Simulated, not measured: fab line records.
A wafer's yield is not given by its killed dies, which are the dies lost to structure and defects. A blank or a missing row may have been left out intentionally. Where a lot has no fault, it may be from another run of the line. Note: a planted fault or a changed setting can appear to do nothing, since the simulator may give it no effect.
Commonality check across tools / flow gf180mcu / Sampled: 13 lots, 39 wafers

## WHY THIS WAS OPENED
Of 13 lots, 2 have the reading HV_LDD_CVD_54_THK flagged at GF_HV_LDD_THK_MEAS_55. Wafers without a fault read 10.04 nm, standard deviation 0.16.
Rule: a lot is flagged in two cases, either no wafer of it has a number, or all its wafers with numbers fall more than 4 standard deviations from that mean. The rest of the lots are taken to be sound.

lot=L588; measured=day 12 09:52; on=film_metro-03; HV_LDD_CVD_54_THK (nm), wafer by wafer=9.84 9.93 9.83; flag=
lot=L589; measured=day 12 14:53; on=film_metro-01; HV_LDD_CVD_54_THK (nm), wafer by wafer=9.89 9.66 9.85; flag=
lot=L590; measured=day 13 04:00; on=film_metro-02; HV_LDD_CVD_54_THK (nm), wafer by wafer=9.98 10.02 10.11; flag=
lot=L591; measured=day 13 10:41; on=film_metro-01; HV_LDD_CVD_54_THK (nm), wafer by wafer=9.78 10.00 9.98; flag=
lot=L592; measured=day 13 18:20; on=film_metro-01; HV_LDD_CVD_54_THK (nm), wafer by wafer=10.18 10.19 10.17; flag=
lot=L593; measured=day 13 22:07; on=film_metro-01; HV_LDD_CVD_54_THK (nm), wafer by wafer=10.30 10.29 10.30; flag=
lot=L596; measured=day 15 02:30; on=film_metro-01; HV_LDD_CVD_54_THK (nm), wafer by wafer=10.13 10.18 10.24; flag=
lot=L597; measured=day 15 08:12; on=film_metro-02; HV_LDD_CVD_54_THK (nm), wafer by wafer=9.88 9.98 9.73; flag=
lot=L600; measured=day 16 13:31; on=film_metro-02; HV_LDD_CVD_54_THK (nm), wafer by wafer=10.09 10.08 9.98; flag=
lot=L601; measured=day 16 18:37; on=film_metro-03; HV_LDD_CVD_54_THK (nm), wafer by wafer=9.86 9.92 9.85; flag=
lot=L602; measured=day 17 09:33; on=film_metro-03; HV_LDD_CVD_54_THK (nm), wafer by wafer=10.20 10.13 10.10; flag=
lot=L603; measured=day 17 16:02; on=film_metro-01; HV_LDD_CVD_54_THK (nm), wafer by wafer=12.50 12.43 12.49; flag=FLAGGED
lot=L606; measured=day 18 17:41; on=film_metro-01; HV_LDD_CVD_54_THK (nm), wafer by wafer=12.59 12.48 12.45; flag=FLAGGED
The numbers of the flagged lots are 12.49 nm on average: +2.45 nm against the usual, or +15 standard deviations.

## EACH LOT AND THE TOOL IT RAN ON
The record holds 1 process step before the reading, out of a route of 602 steps. Each cell gives the tool, then ch followed by the chambers the sampled wafers passed through, then the start.
lot=L588; flag=; GF_HV_LDD_CVD_54=lpcvd-02 ch 1, day 12 08:50
lot=L589; flag=; GF_HV_LDD_CVD_54=lpcvd-02 ch 0, day 12 13:52
lot=L590; flag=; GF_HV_LDD_CVD_54=lpcvd-01 ch 1, day 13 02:59
lot=L591; flag=; GF_HV_LDD_CVD_54=lpcvd-02 ch 0, day 13 09:40
lot=L592; flag=; GF_HV_LDD_CVD_54=lpcvd-01 ch 0, day 13 17:18
lot=L593; flag=; GF_HV_LDD_CVD_54=lpcvd-01 ch 0, day 13 21:06
lot=L596; flag=; GF_HV_LDD_CVD_54=lpcvd-02 ch 0, day 15 01:29
lot=L597; flag=; GF_HV_LDD_CVD_54=lpcvd-01 ch 0, day 15 07:11
lot=L600; flag=; GF_HV_LDD_CVD_54=lpcvd-01 ch 0, day 16 12:30
lot=L601; flag=; GF_HV_LDD_CVD_54=lpcvd-02 ch 0, day 16 17:35
lot=L602; flag=; GF_HV_LDD_CVD_54=lpcvd-02 ch 0, day 17 08:32
lot=L603; flag=FLAGGED; GF_HV_LDD_CVD_54=lpcvd-02 ch 0, day 17 15:01
lot=L606; flag=FLAGGED; GF_HV_LDD_CVD_54=lpcvd-02 ch 0, day 18 16:40
What is done by these steps:
- GF_HV_LDD_CVD_54: deposits SiO2 from TEOS, target thk 10 nm, time 75 s.
- GF_HV_LDD_THK_MEAS_55

## FLAGGED AGAINST TOTAL, ONE TOOL AT A TIME (gauges that did the reading follow at the end)
step=GF_HV_LDD_CVD_54; tool=lpcvd-01; lots run=5; flagged=0; share of the flagged lots=none; sound lots run after its first flagged lot=-
step=GF_HV_LDD_CVD_54; tool=lpcvd-02; lots run=8; flagged=2; share of the flagged lots=all; sound lots run after its first flagged lot=0
step=GF_HV_LDD_THK_MEAS_55; tool=film_metro-01; lots run=7; flagged=2; share of the flagged lots=all; sound lots run after its first flagged lot=0
step=GF_HV_LDD_THK_MEAS_55; tool=film_metro-02; lots run=3; flagged=0; share of the flagged lots=none; sound lots run after its first flagged lot=-
step=GF_HV_LDD_THK_MEAS_55; tool=film_metro-03; lots run=3; flagged=0; share of the flagged lots=none; sound lots run after its first flagged lot=-

## WHAT IS ALLOWED BY THE TABLE
Rows of the table that ran all the flagged lots, 2 in number: lpcvd-02 at GF_HV_LDD_CVD_54; film_metro-01 at GF_HV_LDD_THK_MEAS_55.
- lpcvd-02 at GF_HV_LDD_CVD_54: 2 of its 8 lots flagged. Last sound lot L602 at day 17 08:32, first flagged lot L603 at day 17 15:01; a fault beginning in between fits. Its own readings (spike_tc_centre_C, spike_tc_lower_C, spike_tc_top_C, spike_tc_upper_C) fall more than 4 standard deviations out on all wafers of the flagged lots.
- film_metro-01 at GF_HV_LDD_THK_MEAS_55: 2 of its 7 lots flagged. Last sound lot L596 at day 15 02:30, first flagged lot L603 at day 17 16:02; a fault beginning in between fits.
Counting lots can't tell these 2 tools apart, because each fits a fault that began at some hour. More lots, or a look at what each step does to the wafer, might.

## WHAT HAD BEEN PUT IN BY THE SIMULATOR
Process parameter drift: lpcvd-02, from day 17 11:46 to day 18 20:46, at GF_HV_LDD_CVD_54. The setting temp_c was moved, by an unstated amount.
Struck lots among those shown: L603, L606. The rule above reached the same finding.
